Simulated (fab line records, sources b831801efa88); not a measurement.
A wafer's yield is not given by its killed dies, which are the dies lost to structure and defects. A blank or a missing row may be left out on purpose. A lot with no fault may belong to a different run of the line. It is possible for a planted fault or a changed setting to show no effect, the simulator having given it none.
Struck lot and sound lot, side by side :: flow sky130 :: 16 steps out of a route of 708
Sound: these wafers, L832.1, L832.3, L832.4. The struck wafers were L843.1, L843.3, L843.5. The cause is given at the end.
At each step with rows: each side's tool, then ch and its chambers, then its first start. Under that, the readings that differ: sound wafers :: struck wafers :: difference of the means :: sigmas: that difference in standard deviations of wafers without a fault.
alike: readings whose means differ by less than 2 such deviations, and words and numbers that are the same on both sides. not compared: withheld readings, readings that some wafer has no value for, bounds like >300 that may hide the same value, and numbers for which the record gives no deviation and whose values overlap.
Wherever a step has rows on one side only, a row that says differs or no value, or a row with sigmas, the two part there. When numbers do not overlap yet have no deviation, they are printed without sigmas and do not part them. Lack of a reading on every wafer of one side parts them only where that side has two or more wafers.

first, 1 step without rows for these wafers: SKY_FIELD_ISO_CVD_03 (deposits Si3N4 from DCS/NH3, target thk 165 nm, time 2830 s).
SKY_FIELD_ISO_THK_MEAS_04:
  sound on film-metro-03 at day 1 21:10; struck on film-metro-01 at day 4 01:41
reading: FIELD_ISO_CVD_03_THK (nm)
sound: 164.2 162.2 164.0
struck: 169.1 166.7 165.8
difference: +3.7
sigmas: +3
then, 8 steps without rows for these wafers: SKY_FIELD_ISO_DEHYDRATE_05 (time 60 s); SKY_FIELD_ISO_HMDS_06 (prime time 60 s); SKY_FIELD_ISO_COAT_07 (resist thk 60 nm); SKY_FIELD_ISO_COAT_08 (resist thk 450 nm); SKY_FIELD_ISO_SOFTBAKE_09 (time 90 s); SKY_FIELD_ISO_EXPOSE_10 (exposes mask FOM, target cd 150 nm); SKY_FIELD_ISO_PEB_11; SKY_FIELD_ISO_DEVELOP_12 (develop time 60 s).
SKY_FIELD_ISO_CD_MEAS_13: the cd target is 150 nm.
  sound on cd-sem-02 at day 2 10:02; struck on cd-sem-01 at day 4 18:26
reading: cd-nm (nm)
sound: 148.4 149.1 149.9
struck: 151.5 151.3 152.4
difference: +2.6
sigmas: +2
SKY_FIELD_ISO_ETCH_14: etches BARC in N2/H2, stops on SiO2, time 45.9 s, target depth 60 nm.
  sound on rie-diel-01 ch 0,2,3, day 2 10:10; struck on rie-diel-01 ch 1,3, day 4 18:34
  alike: chamber-pressure-mTorr, drypump-motor-current-A, oes-product-au, run-length-s, throttle-valve-pct
  not compared: rf-hours-counter-h
SKY_FIELD_ISO_ETCH_15: etches the open film in CHF3/O2, stops on Si, target depth 180 nm, time 72 s.
  sound on rie-diel-01 ch 0,2,3, day 2 10:13; struck on rie-diel-01 ch 1,3, day 4 18:37
reading: oes-product-au (a.u.)
sound: 0.938 0.939 0.933
struck: 1.020 1.010 1.033
difference: +0.084
sigmas: +13

reading: run-length-s (s)
sound: 100.3 100.7 100.5
struck: 84.9 84.8 85.0
difference: -15.6
sigmas: -42

reading: throttle-valve-pct (%)
sound: 8.836 8.844 8.836
struck: 8.872 8.859 8.864
difference: +0.026
sigmas: +3

reading: model.KrF-thick_of_FIELD_ISO_COAT_08.thk-nm (nm)
sound: 233.9 238.9 238.6
struck: 264.7 269.6 264.8
difference: +29.2
sigmas: 

reading: model.etch.depth-nm (nm)
sound: 164.3 162.3 164
struck: 146.4 142.6 148.1
difference: -17.8
sigmas: 
  alike: chamber-pressure-mTorr, drypump-motor-current-A
  not compared: rf-hours-counter-h
SKY_FIELD_ISO_STRIP_16: strips in O2/N2.
  sound on plasma-asher-03 ch 0,1, day 2 10:16; struck on plasma-asher-03 ch 0,1, day 4 18:40
reading: oes-product-au (a.u.)
sound: 0.373 0.382 0.380
struck: 0.389 0.397 0.401
difference: +0.017
sigmas: +4

reading: strip-time-to-endpoint-s (s)
sound: 3.52 3.58 3.57
struck: 3.86 3.90 3.87
difference: +0.32
sigmas: +8
  alike: chamber-pressure-mTorr, drypump-motor-current-A
  not compared: rf-hours-counter-h
SKY_FIELD_ISO_ETCH_17: etches Si in HBr/Cl2/O2, target depth 342 nm, time 97.7 s.
  sound on rie-si-01 ch 0,2,3, day 2 10:22; struck on rie-si-02 ch 0,2, day 4 18:46
  alike: chamber-pressure-mTorr, drypump-motor-current-A, oes-product-au, run-length-s, throttle-valve-pct
  not compared: rf-hours-counter-h
-- here the record skips 45 days between the struck wafers' starts before and after, leaving off in module FIELD_ISO and picking up in module PAD_OPEN (first step shown: number 708 of the route) --
SKY_PAD_OPEN_PROBE_99:
  sound on prober-01 at day 46 14:04; struck on prober-02 at day 49 08:19
reading: killed-at-front-end
sound: 17 15 12
struck: 405 423 402
difference: +395
sigmas: +99

reading: killed-dies
sound: 77 95 83
struck: 492 492 487
difference: +405
sigmas: +43

reading: killed-on-rim
sound: 15 19 19
struck: 96 96 92
difference: +77
sigmas: +20
  alike: killed_at_M0_to_M3, killed_at_M4_up, killed-at-contacts, killed-at-other, killed-open, killed-short

WHERE THEY PART
First at SKY_FIELD_ISO_THK_MEAS_04; last, within this record, at SKY_PAD_OPEN_PROBE_99.

WHY: what had been put in by the simulator
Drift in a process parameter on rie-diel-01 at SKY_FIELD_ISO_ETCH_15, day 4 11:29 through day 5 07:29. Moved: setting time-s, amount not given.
